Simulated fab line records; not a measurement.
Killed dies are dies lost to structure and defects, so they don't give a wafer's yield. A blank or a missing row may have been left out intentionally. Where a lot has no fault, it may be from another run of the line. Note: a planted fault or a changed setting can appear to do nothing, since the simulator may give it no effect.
fab line records | flow sky130
record lots=13 wafers=39 last-day=50
route steps=708 shown NWELL@65 SONOS_ONO@181 POLY_CUT@318 PAD_OPEN@708
lots that met no fault: taken from a fault-free run of the same line
start-h: hours from the record's opening day to when the first of the lot's shown wafers began | wait-h: hours since the lot's step before | " as in the row above | L1.1+2: a row that stands for several wafers | - no value, or no start given | * or withheld: withheld | < > ~ a bound
route shown NAME@n: NAME is a module with steps in the file, n the number in the route of the first one | usual: mean/standard deviation taken from wafers without a fault | same: alike in all rows | chamber/n: place in a boat | sites: per-site readings | _std_site: the standard deviation of these | _edge_site: outer sites' mean less inner sites' | radius-mm: for every site, how far away it sits from the centre of the wafer | mask NAME#n: copy n | behind: tool/chamber where the wafer was last shaped | hold: cause of the lot's hold/its duration in hours/its outcome | device: which transistor (n, p or np) failed to switch | end of line: the tests these same wafers got at the end of their route | for a step that has no rows: nothing shown but its recipe | killed: the dies lost at the first sort to structure and to defects; this is not the yield of the wafer | map: shows each die of a wafer: x if killed, . if not, _ if none is there
set.NAME: the run value of the setting; set.NAME@STEP: its run value at that earlier step | model.NAME: the simulator's own value behind a step, which no gauge read
the route's steps for a sample of lots (tables are steps, rows are wafers)
services: when a tool's chamber went out of use (start-h, in hours from the record's first day, below 0 if earlier), for how many hours, and the reason
## steps
# step SKY_NWELL_IMPLANT_12
# recipe species=P energy-kev=120 dose-cm2=1.3e+12 tilt-deg=withheld
# usual beam-energy-keV=120.01/0.034 end-station-pressure-torr=4.95e-06/2.6e-07
# columns lot.wafer tool chamber start-h wait-h beam-energy-keV end-station-pressure-torr
L967.3 implanter-01 0 93.68 0.1 120.00 4.65e-06
L967.4 " 0 " " 120.02 4.97e-06
L967.6 " 0 " " 120.01 4.5e-06
L968.1 implanter-01 0 102.53 0.1 120.05 5e-06
L968.3 " 0 " " 120.08 4.96e-06
L968.5 " 0 " " 120.01 5.65e-06
L969.1 implanter-01 0 105.48 0.1 119.95 4.3e-06
L969.2 " 0 " " 119.96 5.38e-06
L969.3 " 0 " " 120.05 4.49e-06
L970.3 implanter-02 0 107.70 0.1 119.97 4.71e-06
L970.4 " 0 " " 119.99 5.48e-06
L970.5 " 0 " " 120.00 5.19e-06
L971.2 implanter-03 0 113.19 0.1 120.00 4.7e-06
L971.4 " 0 " " 120.04 4.96e-06
L971.6 " 0 " " 120.03 5.03e-06
L972.3 implanter-02 0 121.20 0.1 119.93 4.55e-06
L972.5 " 0 " " 119.94 4.87e-06
L972.6 " 0 " " 119.93 5.14e-06
L976.1 implanter-02 0 138.13 0.1 120.04 4.88e-06
L976.3 " 0 " " 120.00 4.94e-06
L976.4 " 0 " " 120.06 4.44e-06
L979.1 implanter-02 0 156.22 0.1 119.97 4.64e-06
L979.3 " 0 " " 120.00 4.96e-06
L979.5 " 0 " " 120.03 5.35e-06
L982.2 implanter-03 0 171.91 0.1 120.05 5.06e-06
L982.3 " 0 " " 120.00 5.35e-06
L982.4 " 0 " " 119.99 5.28e-06
L983.1 implanter-03 0 178.12 0.1 120.03 5.08e-06
L983.3 " 0 " " 119.97 5.07e-06
L983.5 " 0 " " 120.00 5.1e-06
L984.2 implanter-03 0 183.54 0.1 120.07 5.05e-06
L984.5 " 0 " " 119.98 5.04e-06
L984.6 " 0 " " 120.02 4.81e-06
L988.2 implanter-02 0 210.94 0.1 111.77 4.84e-06
L988.5 " 0 " " 111.72 5.15e-06
L988.6 " 0 " " 111.77 4.9e-06
L990.1 implanter-02 0 220.45 0.1 111.71 4.95e-06
L990.3 " 0 " " 111.78 5.21e-06
L990.6 " 0 " " 111.68 5.07e-06
# step SKY_NWELL_STRIP_14
# recipe chemistry=O2/N2 power-w=1400 pressure-mtorr=1500 platen-temp-c=withheld o2-flow-sccm=3000 n2-flow-sccm=300 overash-fraction=0.5
# usual drypump-motor-current-A=5.8/0.49 oes-product-au=0.722/0.0044 strip-time-to-endpoint-s=36.92/0.1
# columns lot.wafer tool chamber start-h wait-h drypump-motor-current-A oes-product-au rf-hours-counter-h strip-time-to-endpoint-s
L967.3 plasma-asher-04 0 93.97 0.1 5.9 0.719 - 36.92
L967.4 " 1 " " 5.6 0.727 - 36.86
L967.6 " 0 " " 5.9 0.719 - 36.89
L968.1 plasma-asher-02 1 102.83 0.1 5.0 0.720 43 36.87
L968.3 " 0 " " 6.0 0.726 - 36.96
L968.5 " 0 " " 6.0 0.726 - 36.80
L969.1 plasma-asher-02 1 105.78 0.1 5.0 0.724 44 36.99
L969.2 " 0 " " 6.0 0.721 44 36.96
L969.3 " 0 " " 6.0 0.726 - 36.93
L970.3 plasma-asher-01 1 107.98 0.1 6.8 0.712 - 37.00
L970.4 " 0 " " 5.6 0.721 - 36.97
L970.5 " 1 " " 6.7 0.720 - 36.97
L971.2 plasma-asher-01 1 113.47 0.1 6.7 0.717 44 36.88
L971.4 " 1 " " 6.7 0.720 - 36.97
L971.6 " 1 " " 6.7 0.728 - 36.89
L972.3 plasma-asher-01 0 121.48 0.1 5.6 0.720 - 36.76
L972.5 " 1 " " 6.7 0.717 - 36.76
L972.6 " 0 " " 5.6 0.725 - 36.86
L976.1 plasma-asher-01 0 138.43 0.1 5.6 0.724 46 36.99
L976.3 " 0 " " 5.6 0.718 - 37.06
L976.4 " 1 " " 6.7 0.724 - 37.06
L979.1 plasma-asher-01 0 156.52 0.1 5.6 0.717 48 36.86
L979.3 " 1 " " 6.8 0.720 - 36.80
L979.5 " 0 " " 5.6 0.727 - 36.87
L982.2 plasma-asher-04 1 172.18 0.1 5.6 0.721 36 36.83
L982.3 " 1 " " 5.6 0.723 - 36.85
L982.4 " 0 " " 5.9 0.719 - 36.81
L983.1 plasma-asher-04 1 178.42 0.1 5.6 0.722 36 36.67
L983.3 " 1 " " 5.7 0.723 - 36.66
L983.5 " 0 " " 6.0 0.719 - 36.65
L984.2 plasma-asher-04 0 183.82 0.1 5.9 0.725 37 36.96
L984.5 " 1 " " 5.6 0.724 - 36.96
L984.6 " 0 " " 5.9 0.723 - 36.90
L988.2 plasma-asher-02 1 211.22 0.1 5.0 0.719 54 37.01
L988.5 " 0 " " 6.0 0.718 - 36.93
L988.6 " 1 " " 5.0 0.718 - 36.97
L990.1 plasma-asher-04 1 220.75 0.1 5.6 0.722 41 36.87
L990.3 " 1 " " 5.7 0.723 - 36.99
L990.6 " 1 " " 5.6 0.721 - 36.88
# step SKY_SONOS_ONO_CD_MEAS_13
# recipe target-cd-nm=410
# usual cd-nm=410.4/2.4
# columns lot.wafer tool chamber start-h wait-h cd-nm
L967.3 cd-sem-01 - 297.38 0.1 408.3
L967.4 " - " " 409.9
L967.6 " - " " 408.3
L969.1 cd-sem-01 - 303.61 0.1 412.5
L969.2 " - " " 409.0
L969.3 " - " " 412.6
L968.1 cd-sem-01 - 303.91 0.1 411.2
L968.3 " - " " 412.2
L968.5 " - " " 412.7
L970.3 cd-sem-01 - 307.75 0.1 410.1
L970.4 " - " " 410.5
L970.5 " - " " 411.2
L971.2 cd-sem-01 - 313.88 0.1 411.9
L971.4 " - " " 410.8
L971.6 " - " " 411.0
L972.3 cd-sem-01 - 323.10 0.1 410.6
L972.5 " - " " 409.5
L972.6 " - " " 411.2
L976.1 cd-sem-02 - 349.31 0.1 408.7
L976.3 " - " " 408.4
L976.4 " - " " 409.1
L979.1 cd-sem-02 - 374.51 0.1 409.1
L979.3 " - " " 408.6
L979.5 " - " " 409.1
L982.2 cd-sem-02 - 394.63 0.1 409.4
L982.3 " - " " 412.2
L982.4 " - " " 411.7
L983.1 cd-sem-01 - 406.36 0.1 413.2
L983.3 " - " " 410.4
L983.5 " - " " 410.6
L984.2 cd-sem-02 - 410.66 0.1 409.5
L984.5 " - " " 410.9
L984.6 " - " " 409.4
L988.2 cd-sem-02 - 453.27 0.2 412.4
L988.5 " - " " 411.6
L988.6 " - " " 410.4
L990.1 cd-sem-02 - 467.69 0.1 409.0
L990.3 " - " " 409.2
L990.6 " - " " 408.9
# step SKY_POLY_CUT_ETCH_11
# recipe target=Si3N4 chemistry=CF4/CH2F2/Ar stop-on=poly-Si source-w=600 bias-w=150 pressure-mtorr=40 cf4-flow-sccm=40 ch2f2-flow-sccm=20 Ar_flow_sccm=150 time-s=42.5 target-depth-a=600
# usual bias-w=150.0/0.49 drypump-motor-current-A=5.6/0.48 oes-product-au=0.828/0.0075 throttle-valve-pct=14.993/0.0095
# columns lot.wafer tool chamber start-h wait-h bias-w drypump-motor-current-A oes-product-au rf-hours-counter-h throttle-valve-pct
L967.3 rie-diel-04 1 574.48 0.0 150.4 5.5 0.822 8 14.993
L967.4 " 0 " " 149.8 5.8 0.832 59 14.983
L967.6 " 0 " " 149.8 5.8 0.824 - 15.002
L969.1 rie-diel-04 1 584.04 0.0 150.6 5.5 0.830 8 14.991
L969.2 " 3 " " 150.9 4.9 0.837 30 14.988
L969.3 " 2 " " 150.5 6.2 0.831 6 14.987
L968.1 rie-diel-01 0 585.31 0.0 150.0 5.0 0.832 7 14.984
L968.3 " 2 " " 150.5 5.9 0.825 70 15.009
L968.5 " 0 " " 150.4 5.0 0.824 - 14.991
L970.3 rie-diel-04 0 589.96 0.0 149.3 5.8 0.828 59 15.000
L970.4 " 3 " " 151.0 4.9 0.827 30 14.995
L970.5 " 1 " " 149.8 5.5 0.821 - 14.990
L971.2 rie-diel-04 0 595.76 0.0 150.2 5.8 0.831 59 15.014
L971.4 " 1 " " 150.4 5.5 0.829 9 14.995
L971.6 " 2 " " 150.1 6.2 0.836 - 15.005
L972.3 rie-diel-04 0 599.98 0.0 150.2 5.8 0.821 59 14.992
L972.5 " 1 " " 149.6 5.5 0.824 - 15.004
L972.6 " 0 " " 150.7 5.8 0.833 - 14.999
L976.1 rie-diel-04 1 634.81 0.0 149.9 5.5 0.824 9 14.999
L976.3 " 0 " " 150.9 5.8 0.821 60 14.992
L976.4 " 3 " " 150.7 4.9 0.827 31 15.006
L979.1 rie-diel-04 0 656.88 0.0 150.0 5.8 0.824 61 15.009
L979.3 " 1 " " 150.0 5.5 0.825 10 14.984
L979.5 " 3 " " 150.1 4.9 0.831 - 14.982
L982.2 rie-diel-04 3 678.54 0.0 149.8 4.9 0.832 32 15.010
L982.3 " 1 " " 150.3 5.5 0.827 10 14.989
L982.4 " 2 " " 149.8 6.2 0.821 - 15.005
L983.1 rie-diel-03 2 688.21 0.0 149.5 5.9 0.823 8 14.994
L983.3 " 0 " " 150.0 5.8 0.821 4 14.986
L983.5 " 0 " " 150.0 5.8 0.830 - 14.992
L984.2 rie-diel-01 1 693.21 0.0 149.8 5.4 0.831 6 14.993
L984.5 " 2 " " 150.0 5.9 0.842 - 14.991
L984.6 " 1 " " 150.3 5.4 0.838 - 15.001
L988.2 rie-diel-04 1 729.76 0.0 149.1 5.5 0.817 12 14.978
L988.5 " 2 " " 149.7 6.2 0.823 - 14.999
L988.6 " 3 " " 149.9 4.9 0.823 - 14.987
L990.1 rie-diel-04 1 740.18 0.0 150.4 5.5 0.833 12 14.970
L990.3 " 3 " " 150.6 4.9 0.842 34 14.994
L990.6 " 0 " " 151.2 5.8 0.837 - 14.996
# step SKY_PAD_OPEN_PROBE_99
# usual killed_at_M0_to_M3=42/6.8 killed_at_M4_up=3.4/1.8 killed-at-contacts=25/5.7 killed-at-front-end=16/4.8 killed-at-other=0.2/0.39 killed-dies=87/9.6 killed-open=47/6.9 killed-short=40/6.3
# same gross-dies=492 killed-at-back-side=0
# columns lot.wafer tool chamber start-h wait-h killed_at_M0_to_M3 killed_at_M4_up killed-at-contacts killed-at-front-end killed-at-other killed-dies killed-open killed-short
L976.1 prober-02 - 1131.38 0.1 60 1 20 21 0 102 52 50
L976.3 prober-02 - 1131.48 0.2 51 3 31 13 0 98 60 37
L976.4 prober-02 - 1131.53 0.2 42 4 38 17 0 101 62 39
L983.1 prober-01 - 1167.13 0.1 46 4 29 15 0 94 51 43
L983.3 prober-01 - 1167.23 0.2 43 7 27 11 0 88 51 37
L983.5 prober-01 - 1167.33 0.2 44 3 23 16 0 86 50 36
# killed by level:class
L976.1 VIA1:geometric-particle:open=15 METAL1:geometric-particle:short=9 VIA3:geometric-particle:open=9 CONTACT:geometric-particle:open=8 METAL2:geometric-particle:short=8 FIELD_ISO:geometric-particle:short=6 VIA2:geometric-particle:open=6 POLY_GATE:geometric-particle:open=5
L976.3 VIA1:geometric-particle:open=17 CONTACT:geometric-particle:open=13 CONTACT:geometric-particle:short=8 LI_CONTACT:geometric-particle:open=7 POLY_GATE:geometric-particle:open=6 VIA2:geometric-particle:open=6 METAL2:geometric-particle:short=6 METAL1:geometric-particle:short=5
L976.4 CONTACT:geometric-particle:open=21 VIA3:geometric-particle:open=8 LI_CONTACT:geometric-particle:open=8 POLY_GATE:geometric-particle:open=6 VIA1:geometric-particle:open=6 METAL1:geometric-particle:short=6 VIA1:geometric-particle:short=6 VIA2:geometric-particle:open=4
L983.1 VIA1:geometric-particle:open=14 CONTACT:geometric-particle:open=10 LI_CONTACT:geometric-particle:open=7 METAL1:geometric-particle:short=6 LOCAL_INTERCONNECT:geometric-particle:short=5 METAL2:geometric-particle:short=5 VIA3:geometric-particle:open=5 CONTACT:geometric-particle:short=4
L983.3 LI_CONTACT:geometric-particle:open=13 CONTACT:geometric-particle:open=9 VIA2:geometric-particle:open=8 METAL1:geometric-particle:short=6 METAL4:geometric-particle:short=6 METAL3:geometric-particle:short=5 METAL2:geometric-particle:short=5 VIA3:geometric-particle:open=4
L983.5 VIA1:geometric-particle:open=15 CONTACT:geometric-particle:open=11 METAL1:geometric-particle:short=8 LI_CONTACT:geometric-particle:open=6 POLY_GATE:geometric-particle:open=5 VIA2:geometric-particle:short=4 VIA2:geometric-particle:open=4 SPACER:geometric-particle:short=3
## services
# columns tool chamber start-h hours kind
implanter-02 - 78.91 4.3 pm
rie-diel-04 - 96.95 1.8 repair
implanter-02 - 100.17 7.2 repair
rie-diel-04 0 185.46 6.4 repair
implanter-02 - 188.36 1.1 repair
rie-diel-04 0 205.76 12.9 repair
rie-diel-04 0 231.05 15.5 repair
rie-diel-04 2 285.15 5.1 repair
implanter-02 - 286.79 3.9 repair
rie-diel-04 2 327.33 15.8 repair
implanter-02 - 412.06 1.8 repair
implanter-02 - 416.91 2.6 repair
rie-diel-04 3 435.22 7.6 repair
rie-diel-04 2 453.79 16.6 repair
implanter-02 - 477.27 3.7 pm
rie-diel-04 1 481.99 29.5 repair
implanter-02 - 498.28 13.8 repair
rie-diel-04 1 534.06 15.2 repair
rie-diel-04 2 536.18 10.0 repair
rie-diel-04 0 537.94 7.6 repair
rie-diel-04 1 553.12 9.9 repair
rie-diel-04 - 563.53 1.1 repair
implanter-02 - 566.93 1.2 repair
rie-diel-04 0 709.65 5.2 repair
## key
first-sign step=SKY_NWELL_IMPLANT_12 reading=beam-energy-keV direction=down sigmas=99+ usual=* struck=*
effect none on later readings
met-at SKY_NWELL_IMPLANT_12
struck-lots L988,L990
rows-end L988.5,L990.6
tester-left-out L988,L990
not-acting-at SKY_NWELL_STRIP_14,SKY_SONOS_ONO_CD_MEAS_13,SKY_POLY_CUT_ETCH_11
onset-between 156.22 210.94
fault kind=process-parameter-drift tool=implanter-02 chamber=- onset-h=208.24 steps=SKY_NWELL_IMPLANT_12 channel=energy-kev offset=* shape=step end-h=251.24 acts-in=* stated=*
# tester-left-out: of these lots the tester's yield and bins aren't shown, on N5 and GAA mostly nor the transistor test; their killed dies are dies lost to structure and defects alone, not to doping, threshold or leakage, so they don't give the yield
# rows-end: these wafers met a further fault down the route, and their rows from its step on are left out
